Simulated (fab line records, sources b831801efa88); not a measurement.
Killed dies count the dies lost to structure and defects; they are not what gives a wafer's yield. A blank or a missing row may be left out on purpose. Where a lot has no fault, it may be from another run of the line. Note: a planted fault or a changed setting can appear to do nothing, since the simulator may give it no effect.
fab line records	flow gf180mcu
record lots=24	wafers=72	last_day=34
route steps=602 shown DUAL_GATE@144 M1@315 V1@359 M2@377 V2@384
lots that met no fault: taken from a fault-free run of the same line
start_h: the number of hours between the record's first day and the start of the first shown wafer of the lot	wait_h: how many hours have passed since the lot's step before this one	" unchanged from the row above	L1.1+2: several wafers, shown together as one row	- either no value or no given start	* or withheld: withheld	< > ~ a bound
route shown NAME@n: a module of which the file shows steps, and the number in the route of the first	usual: the fault-free wafers' mean and standard deviation	same: alike in all rows	chamber/n: place in a boat	sites: the reading at each site	_std_site: the standard deviation of these	_edge_site: the outer-site mean with the inner-site mean subtracted	radius_mm: for every site, how far away it sits from the centre of the wafer	mask NAME#n: copy n	behind: the last tool/chamber to shape the wafer	hold: what put the lot on hold/how long, in hours/how the hold closed	device: transistor that didn't switch, given as n, p or np	end of line: tests run on the same wafers once the route is complete	for a step that has no rows: nothing shown but its recipe	killed: at the first sort, the dies lost to defects and structure; wafer yield is something else	map: shows each die of a wafer: x if killed, . if not, _ if none is there
set.NAME: the run value of the setting; set.NAME@STEP: its run value at that earlier step	model.NAME: the simulator's own value behind a step, which no gauge read
one table for each step of the route and one row for each wafer, over a sample of lots
services: the hour from which a tool's chamber was out of use, counted from the record's first day as start_h (under 0 if before that day), plus the number of hours and why
## steps
# step GF_DUAL_GATE_THK_MEAS_03
# recipe reads=SiO2_of_DUAL_GATE_OXIDATION_02
# usual DUAL_GATE_OXIDATION_00_THK=10.85/0.22
lot.wafer	tool	chamber	start_h	wait_h	DUAL_GATE_OXIDATION_00_THK[nm]
L074.1	film_metro-03	-	160.57	0.0	10.91
L074.2	"	-	"	"	10.82
L074.4	"	-	"	"	10.98
L075.1	film_metro-02	-	166.92	0.0	11.24
L075.4	"	-	"	"	11.11
L075.6	"	-	"	"	11.33
L076.1	film_metro-02	-	170.19	0.0	11.08
L076.2	"	-	"	"	11.19
L076.4	"	-	"	"	11.25
L077.1	film_metro-04	-	176.31	0.0	11.03
L077.2	"	-	"	"	10.85
L077.4	"	-	"	"	10.84
L078.2	film_metro-02	-	183.42	0.0	11.23
L078.4	"	-	"	"	11.20
L078.5	"	-	"	"	11.12
L079.3	film_metro-02	-	191.29	0.0	10.77
L079.4	"	-	"	"	10.72
L079.5	"	-	"	"	10.91
L080.4	film_metro-04	-	197.99	0.0	10.92
L080.5	"	-	"	"	10.99
L080.6	"	-	"	"	10.82
L081.4	film_metro-04	-	204.98	0.0	10.70
L081.5	"	-	"	"	10.91
L081.6	"	-	"	"	10.92
L082.1	film_metro-02	-	213.83	0.0	10.86
L082.5	"	-	"	"	10.91
L082.6	"	-	"	"	11.30
L083.4	film_metro-02	-	225.11	0.0	10.67
L083.5	"	-	"	"	10.84
L083.6	"	-	"	"	10.91
L084.2	film_metro-04	-	234.53	0.0	10.99
L084.4	"	-	"	"	11.22
L084.6	"	-	"	"	11.14
L085.2	film_metro-02	-	238.61	0.0	11.00
L085.3	"	-	"	"	10.62
L085.4	"	-	"	"	10.82
L086.1	film_metro-02	-	240.21	0.0	10.65
L086.4	"	-	"	"	10.83
L086.5	"	-	"	"	10.56
L087.4	film_metro-03	-	249.29	0.0	10.66
L087.5	"	-	"	"	10.61
L087.6	"	-	"	"	10.65
L088.1	film_metro-03	-	255.96	0.0	10.51
L088.3	"	-	"	"	10.61
L088.4	"	-	"	"	10.64
L089.1	film_metro-02	-	262.96	0.0	10.75
L089.2	"	-	"	"	10.77
L089.4	"	-	"	"	10.51
L091.3	film_metro-03	-	275.93	0.0	10.71
L091.5	"	-	"	"	10.79
L091.6	"	-	"	"	10.81
L090.4	film_metro-04	-	276.25	0.0	10.91
L090.5	"	-	"	"	11.06
L090.6	"	-	"	"	10.94
L092.1	film_metro-02	-	280.41	0.0	10.71
L092.2	"	-	"	"	10.66
L092.3	"	-	"	"	10.54
L093.1	film_metro-04	-	286.62	0.0	10.73
L093.2	"	-	"	"	10.78
L093.4	"	-	"	"	10.49
L094.1	film_metro-03	-	295.60	0.0	10.63
L094.4	"	-	"	"	10.57
L094.5	"	-	"	"	10.66
L095.1	film_metro-03	-	304.09	0.0	10.80
L095.2	"	-	"	"	10.94
L095.6	"	-	"	"	10.81
L096.2	film_metro-02	-	310.06	0.0	11.09
L096.3	"	-	"	"	11.14
L096.4	"	-	"	"	11.04
L097.1	film_metro-04	-	319.45	0.0	10.74
L097.3	"	-	"	"	10.78
L097.4	"	-	"	"	10.74
# step GF_M1_SPUTTER_00
# recipe material=Ti	target_thk_nm=37.5	arriving_ion_energy_ev=80	substrate_temp_c=200	chamber_pressure_pa=2	power_w=4000	time_s=150
# usual throttle_valve_pct=29.8/1.1
lot.wafer	tool	chamber	start_h	wait_h	throttle_valve_pct
L074.1	pvd_sputter-01	-	364.35	0.1	31.4
L074.2	"	-	"	"	30.6
L074.4	"	-	"	"	29.0
L075.1	pvd_sputter-02	-	372.65	0.2	28.0
L075.4	"	-	"	"	30.3
L075.6	"	-	"	"	30.5
L076.1	pvd_sputter-03	-	378.00	0.2	27.4
L076.2	"	-	"	"	29.2
L076.4	"	-	"	"	30.1
L077.1	pvd_sputter-03	-	382.80	0.2	30.2
L077.2	"	-	"	"	29.0
L077.4	"	-	"	"	27.6
L078.2	pvd_sputter-01	-	397.60	0.2	30.1
L078.4	"	-	"	"	31.4
L078.5	"	-	"	"	31.1
L079.3	pvd_sputter-03	-	405.55	0.1	29.4
L079.4	"	-	"	"	30.2
L079.5	"	-	"	"	30.2
L080.4	pvd_sputter-01	-	414.64	0.3	31.3
L080.5	"	-	"	"	29.3
L080.6	"	-	"	"	30.8
L081.4	pvd_sputter-02	-	417.89	0.1	27.9
L081.5	"	-	"	"	30.5
L081.6	"	-	"	"	27.8
L082.1	pvd_sputter-03	-	433.36	0.2	29.4
L082.5	"	-	"	"	29.5
L082.6	"	-	"	"	29.2
L083.4	pvd_sputter-01	-	451.47	0.2	30.9
L083.5	"	-	"	"	29.3
L083.6	"	-	"	"	31.1
L084.2	pvd_sputter-03	-	463.25	0.2	30.1
L084.4	"	-	"	"	27.7
L084.6	"	-	"	"	29.5
L085.2	pvd_sputter-02	-	464.83	0.1	30.4
L085.3	"	-	"	"	29.7
L085.4	"	-	"	"	27.8
L086.1	pvd_sputter-03	-	469.77	0.2	29.2
L086.4	"	-	"	"	30.2
L086.5	"	-	"	"	29.3
L087.4	pvd_sputter-01	-	481.00	0.1	31.0
L087.5	"	-	"	"	31.1
L087.6	"	-	"	"	30.3
L088.1	pvd_sputter-01	-	490.73	0.2	31.4
L088.3	"	-	"	"	29.1
L088.4	"	-	"	"	30.2
L089.1	pvd_sputter-03	-	500.77	0.2	29.5
L089.2	"	-	"	"	29.9
L089.4	"	-	"	"	27.4
L091.3	pvd_sputter-01	-	511.27	0.1	31.0
L091.5	"	-	"	"	30.9
L091.6	"	-	"	"	29.1
L090.4	pvd_sputter-02	-	514.38	0.2	30.6
L090.5	"	-	"	"	30.5
L090.6	"	-	"	"	30.8
L092.1	pvd_sputter-02	-	521.25	0.1	30.2
L092.2	"	-	"	"	30.2
L092.3	"	-	"	"	28.3
L093.1	pvd_sputter-01	-	532.04	0.2	29.0
L093.2	"	-	"	"	31.0
L093.4	"	-	"	"	31.3
L094.1	pvd_sputter-01	-	542.60	0.2	29.9
L094.4	"	-	"	"	31.0
L094.5	"	-	"	"	30.0
L095.1	pvd_sputter-03	-	550.11	0.2	29.7
L095.2	"	-	"	"	30.4
L095.6	"	-	"	"	29.2
L096.2	pvd_sputter-03	-	559.81	0.1	29.4
L096.3	"	-	"	"	27.4
L096.4	"	-	"	"	29.2
L097.1	pvd_sputter-02	-	568.06	0.1	30.5
L097.3	"	-	"	"	27.9
L097.4	"	-	"	"	30.4
# step GF_V1_RS_MEAS_24
# recipe thk_meas_gauge=four-point-probe	reads=W_of_V1_CVD_23+TiN_of_V1_SPUTTER_22+Ti_of_V1_SPUTTER_21
# usual V1_W_RS=0.324/0.0035
lot.wafer	tool	chamber	start_h	wait_h	V1_W_RS[ohm/sq]
L074.1	film_metro-04	-	412.64	0.1	0.327
L074.2	"	-	"	"	0.330
L074.4	"	-	"	"	0.329
L075.1	film_metro-02	-	421.33	0.1	0.328
L075.4	"	-	"	"	0.325
L075.6	"	-	"	"	0.325
L076.1	film_metro-04	-	426.34	0.1	0.319
L076.2	"	-	"	"	0.326
L076.4	"	-	"	"	0.321
L077.1	film_metro-04	-	432.28	0.1	0.321
L077.2	"	-	"	"	0.326
L077.4	"	-	"	"	0.327
L078.2	film_metro-03	-	447.72	0.1	0.330
L078.4	"	-	"	"	0.326
L078.5	"	-	"	"	0.326
L079.3	film_metro-04	-	456.12	0.1	0.325
L079.4	"	-	"	"	0.328
L079.5	"	-	"	"	0.324
L080.4	film_metro-03	-	464.66	0.1	0.323
L080.5	"	-	"	"	0.320
L080.6	"	-	"	"	0.318
L081.4	film_metro-02	-	469.16	0.1	0.324
L081.5	"	-	"	"	0.327
L081.6	"	-	"	"	0.328
L082.1	film_metro-04	-	484.32	0.1	0.322
L082.5	"	-	"	"	0.323
L082.6	"	-	"	"	0.326
L083.4	film_metro-04	-	501.62	0.1	0.322
L083.5	"	-	"	"	0.325
L083.6	"	-	"	"	0.321
L084.2	film_metro-03	-	512.44	0.1	0.324
L084.4	"	-	"	"	0.323
L084.6	"	-	"	"	0.324
L085.2	film_metro-04	-	514.67	0.1	0.324
L085.3	"	-	"	"	0.320
L085.4	"	-	"	"	0.319
L086.1	film_metro-02	-	519.39	0.1	0.318
L086.4	"	-	"	"	0.315
L086.5	"	-	"	"	0.325
L087.4	film_metro-04	-	530.92	0.1	0.324
L087.5	"	-	"	"	0.321
L087.6	"	-	"	"	0.321
L088.1	film_metro-04	-	540.76	0.1	0.322
L088.3	"	-	"	"	0.325
L088.4	"	-	"	"	0.326
L089.1	film_metro-02	-	549.88	0.1	0.326
L089.2	"	-	"	"	0.319
L089.4	"	-	"	"	0.320
L091.3	film_metro-02	-	560.03	0.1	0.326
L091.5	"	-	"	"	0.322
L091.6	"	-	"	"	0.325
L090.4	film_metro-02	-	562.23	0.1	0.322
L090.5	"	-	"	"	0.328
L090.6	"	-	"	"	0.321
L092.1	film_metro-04	-	569.03	0.1	0.325
L092.2	"	-	"	"	0.322
L092.3	"	-	"	"	0.323
L093.1	film_metro-02	-	578.18	0.1	0.321
L093.2	"	-	"	"	0.317
L093.4	"	-	"	"	0.317
L094.1	film_metro-04	-	587.58	0.1	0.325
L094.4	"	-	"	"	0.326
L094.5	"	-	"	"	0.321
L095.1	film_metro-04	-	595.42	0.1	0.328
L095.2	"	-	"	"	0.322
L095.6	"	-	"	"	0.324
L096.2	film_metro-02	-	603.16	0.1	0.324
L096.3	"	-	"	"	0.327
L096.4	"	-	"	"	0.327
L097.1	film_metro-02	-	610.88	0.1	0.327
L097.3	"	-	"	"	0.325
L097.4	"	-	"	"	0.328
# step GF_V1_THK_MEAS_25
# recipe thk_meas_gauge=xrf	reads=W_of_V1_CVD_23
# usual V1_W_THK=352/6.9
lot.wafer	tool	chamber	start_h	wait_h	V1_W_THK[nm]
L074.1	film_metro-04	-	412.76	0.1	345
L074.2	"	-	"	"	343
L074.4	"	-	"	"	344
L075.1	film_metro-02	-	421.45	0.1	349
L075.4	"	-	"	"	351
L075.6	"	-	"	"	354
L076.1	film_metro-04	-	426.46	0.1	353
L076.2	"	-	"	"	347
L076.4	"	-	"	"	351
L077.1	film_metro-04	-	432.40	0.1	353
L077.2	"	-	"	"	345
L077.4	"	-	"	"	346
L078.2	film_metro-03	-	447.83	0.1	336
L078.4	"	-	"	"	338
L078.5	"	-	"	"	336
L079.3	film_metro-04	-	456.22	0.1	349
L079.4	"	-	"	"	347
L079.5	"	-	"	"	349
L080.4	film_metro-03	-	464.75	0.1	342
L080.5	"	-	"	"	348
L080.6	"	-	"	"	349
L081.4	film_metro-02	-	469.25	0.1	357
L081.5	"	-	"	"	355
L081.6	"	-	"	"	351
L082.1	film_metro-04	-	484.44	0.1	350
L082.5	"	-	"	"	349
L082.6	"	-	"	"	347
L083.4	film_metro-04	-	501.71	0.1	352
L083.5	"	-	"	"	350
L083.6	"	-	"	"	354
L084.2	film_metro-03	-	512.55	0.1	344
L084.4	"	-	"	"	346
L084.6	"	-	"	"	342
L085.2	film_metro-04	-	514.78	0.1	350
L085.3	"	-	"	"	356
L085.4	"	-	"	"	355
L086.1	film_metro-02	-	519.51	0.1	363
L086.4	"	-	"	"	368
L086.5	"	-	"	"	356
L087.4	film_metro-04	-	531.01	0.1	350
L087.5	"	-	"	"	356
L087.6	"	-	"	"	356
L088.1	film_metro-04	-	540.88	0.1	357
L088.3	"	-	"	"	352
L088.4	"	-	"	"	349
L089.1	film_metro-02	-	550.00	0.1	358
L089.2	"	-	"	"	368
L089.4	"	-	"	"	365
L091.3	film_metro-02	-	560.13	0.1	354
L091.5	"	-	"	"	361
L091.6	"	-	"	"	355
L090.4	film_metro-02	-	562.32	0.1	360
L090.5	"	-	"	"	353
L090.6	"	-	"	"	363
L092.1	film_metro-04	-	569.15	0.1	351
L092.2	"	-	"	"	355
L092.3	"	-	"	"	353
L093.1	film_metro-02	-	578.30	0.1	358
L093.2	"	-	"	"	365
L093.4	"	-	"	"	366
L094.1	film_metro-04	-	587.70	0.1	347
L094.4	"	-	"	"	349
L094.5	"	-	"	"	353
L095.1	film_metro-04	-	595.54	0.1	345
L095.2	"	-	"	"	352
L095.6	"	-	"	"	350
L096.2	film_metro-02	-	603.27	0.1	356
L096.3	"	-	"	"	355
L096.4	"	-	"	"	354
L097.1	film_metro-02	-	611.00	0.1	357
L097.3	"	-	"	"	355
L097.4	"	-	"	"	354
# step GF_M2_OVL_MEAS_15
# usual M2_OVL=1/5.8
lot.wafer	tool	chamber	start_h	wait_h	M2_OVL[nm]
L074.1	overlay-01	-	437.13	0.1	-3
L074.2	"	-	"	"	8
L074.4	"	-	"	"	-2
L075.1	overlay-02	-	446.37	0.1	-2
L075.4	"	-	"	"	-2
L075.6	"	-	"	"	-9
L076.1	overlay-01	-	451.27	0.1	-15
L076.2	"	-	"	"	1
L076.4	"	-	"	"	0
L077.1	overlay-01	-	457.06	0.1	-5
L077.2	"	-	"	"	-4
L077.4	"	-	"	"	-1
L078.2	overlay-01	-	472.73	0.1	1
L078.4	"	-	"	"	2
L078.5	"	-	"	"	-4
L079.3	overlay-02	-	481.12	0.1	-4
L079.4	"	-	"	"	4
L079.5	"	-	"	"	-2
L080.4	overlay-01	-	488.69	0.1	0
L080.5	"	-	"	"	6
L080.6	"	-	"	"	3
L081.4	overlay-02	-	494.63	0.1	-8
L081.5	"	-	"	"	7
L081.6	"	-	"	"	-8
L082.1	overlay-01	-	509.37	0.1	2
L082.5	"	-	"	"	1
L082.6	"	-	"	"	10
L083.4	overlay-01	-	525.83	0.1	2
L083.5	"	-	"	"	16
L083.6	"	-	"	"	6
L084.2	overlay-01	-	536.23	0.1	0
L084.4	"	-	"	"	12
L084.6	"	-	"	"	5
L085.2	overlay-02	-	538.82	0.1	0
L085.3	"	-	"	"	0
L085.4	"	-	"	"	3
L086.1	overlay-02	-	542.61	0.1	-4
L086.4	"	-	"	"	-1
L086.5	"	-	"	"	-8
L087.4	overlay-02	-	554.22	0.1	12
L087.5	"	-	"	"	7
L087.6	"	-	"	"	9
L088.1	overlay-01	-	564.31	0.1	4
L088.3	"	-	"	"	-1
L088.4	"	-	"	"	12
L089.1	overlay-02	-	572.63	0.1	-11
L089.2	"	-	"	"	2
L089.4	"	-	"	"	-2
L091.3	overlay-02	-	580.44	0.1	1
L091.5	"	-	"	"	0
L091.6	"	-	"	"	-4
L090.4	overlay-01	-	584.58	0.1	2
L090.5	"	-	"	"	3
L090.6	"	-	"	"	-2
L092.1	overlay-01	-	588.93	0.1	9
L092.2	"	-	"	"	8
L092.3	"	-	"	"	7
L093.1	overlay-02	-	599.77	0.1	0
L093.2	"	-	"	"	-6
L093.4	"	-	"	"	2
L094.1	overlay-02	-	608.83	0.1	1
L094.4	"	-	"	"	2
L094.5	"	-	"	"	-4
L095.1	overlay-01	-	616.28	0.1	0
L095.2	"	-	"	"	-4
L095.6	"	-	"	"	1
L096.2	overlay-01	-	623.83	0.1	7
L096.3	"	-	"	"	1
L096.4	"	-	"	"	8
L097.1	overlay-02	-	631.81	0.1	-7
L097.3	"	-	"	"	-12
L097.4	"	-	"	"	-1
# step GF_V2_CVD_02
# recipe material=SiO2	target_thk_nm=850	precursor=TEOS	temp_c=400	time_s=94.851	rf_w=600
# usual heater_power_w=633/82	rf_fwd_power_W=596.7/2
lot.wafer	tool	chamber	start_h	wait_h	heater_power_w	rf_fwd_power_W
L074.1	pecvd-01	0	437.97	0.1	545	600.4
L074.2	"	1	"	"	692	596.6
L074.4	"	2	"	"	641	600.6
L075.1	pecvd-03	1	447.37	0.1	589	594.4
L075.4	"	2	"	"	489	596.5
L075.6	"	0	"	"	540	594.6
L076.1	pecvd-01	2	452.09	0.1	597	597.2
L076.2	"	1	"	"	635	597.0
L076.4	"	2	"	"	641	597.1
L077.1	pecvd-02	1	457.88	0.1	754	596.7
L077.2	"	2	"	"	761	599.2
L077.4	"	0	"	"	692	596.2
L078.2	pecvd-03	0	473.57	0.0	546	592.3
L078.4	"	1	"	"	583	598.6
L078.5	"	0	"	"	584	592.7
L079.3	pecvd-02	0	481.93	0.0	711	599.5
L079.4	"	1	"	"	707	598.4
L079.5	"	0	"	"	592	597.2
L080.4	pecvd-03	0	489.52	0.1	539	598.6
L080.5	"	2	"	"	640	594.3
L080.6	"	1	"	"	550	597.3
L081.4	pecvd-03	2	495.52	0.1	615	597.4
L081.5	"	1	"	"	472	597.9
L081.6	"	2	"	"	641	595.6
L082.1	pecvd-02	2	510.29	0.1	743	595.3
L082.5	"	0	"	"	697	599.3
L082.6	"	2	"	"	783	595.1
L083.4	pecvd-01	2	526.66	0.1	537	598.4
L083.5	"	0	"	"	688	600.3
L083.6	"	1	"	"	682	597.2
L084.2	pecvd-03	1	537.19	0.1	551	598.5
L084.4	"	1	"	"	447	595.4
L084.6	"	1	"	"	560	596.4
L085.2	pecvd-03	1	539.70	0.1	454	593.4
L085.3	"	1	"	"	512	595.7
L085.4	"	1	"	"	553	596.2
L086.1	pecvd-02	0	543.45	0.1	706	599.8
L086.4	"	1	"	"	597	594.0
L086.5	"	0	"	"	588	598.2
L087.4	pecvd-03	0	555.06	0.1	651	596.1
L087.5	"	1	"	"	589	593.8
L087.6	"	2	"	"	625	595.9
L088.1	pecvd-01	2	565.12	0.1	616	595.0
L088.3	"	0	"	"	632	600.3
L088.4	"	2	"	"	651	594.7
L089.1	pecvd-01	1	573.44	0.1	587	597.1
L089.2	"	2	"	"	692	599.1
L089.4	"	2	"	"	543	596.5
L091.3	pecvd-03	2	581.25	0.0	635	594.6
L091.5	"	1	"	"	566	596.0
L091.6	"	0	"	"	532	595.8
L090.4	pecvd-01	1	585.41	0.1	642	599.8
L090.5	"	0	"	"	692	597.9
L090.6	"	2	"	"	547	599.1
L092.1	pecvd-01	2	589.74	0.1	642	593.8
L092.2	"	1	"	"	644	597.6
L092.3	"	0	"	"	706	597.4
L093.1	pecvd-02	1	600.58	0.1	629	597.1
L093.2	"	0	"	"	607	595.7
L093.4	"	1	"	"	673	594.5
L094.1	pecvd-01	2	609.64	0.1	713	597.9
L094.4	"	1	"	"	577	595.3
L094.5	"	0	"	"	721	597.3
L095.1	pecvd-01	2	617.09	0.1	735	596.3
L095.2	"	0	"	"	614	599.0
L095.6	"	1	"	"	581	600.9
L096.2	pecvd-02	2	624.64	0.0	701	595.4
L096.3	"	1	"	"	626	596.8
L096.4	"	0	"	"	700	593.8
L097.1	pecvd-02	2	632.65	0.1	835	595.6
L097.3	"	1	"	"	694	595.3
L097.4	"	2	"	"	662	598.3
## services
tool	chamber	start_h	hours	kind
pvd_sputter-01	2	410.35	-	consumable_replace:kit
pvd_sputter-01	2	410.35	18.0	scheduled_down
pvd_sputter-01	2	410.35	18.0	vent_cycle
pecvd-01	-	419.31	2.8	pm
pecvd-02	-	435.03	6.0	pm
pecvd-01	2	464.06	26.8	repair
pvd_sputter-03	0	466.06	-	consumable_replace:kit
pvd_sputter-03	0	466.06	18.0	scheduled_down
pvd_sputter-03	0	466.06	18.0	vent_cycle
pecvd-03	0	491.89	5.5	repair
pecvd-03	-	512.48	0.8	repair
pecvd-03	0	531.79	9.0	repair
pecvd-03	2	534.58	6.6	repair
pecvd-02	2	548.28	4.0	repair
pvd_sputter-01	-	571.73	1.6	repair
pecvd-01	-	577.04	0.5	repair
pecvd-02	2	578.47	2.7	repair
pecvd-01	-	591.12	14.0	pm
pecvd-01	0	591.12	14.0	vent_cycle
pecvd-01	1	591.12	14.0	vent_cycle
pecvd-01	2	591.12	14.0	vent_cycle
pvd_sputter-02	-	602.32	5.0	repair
pecvd-01	0	605.12	-	clean
pvd_sputter-02	-	632.04	21.4	repair
## key
fault none
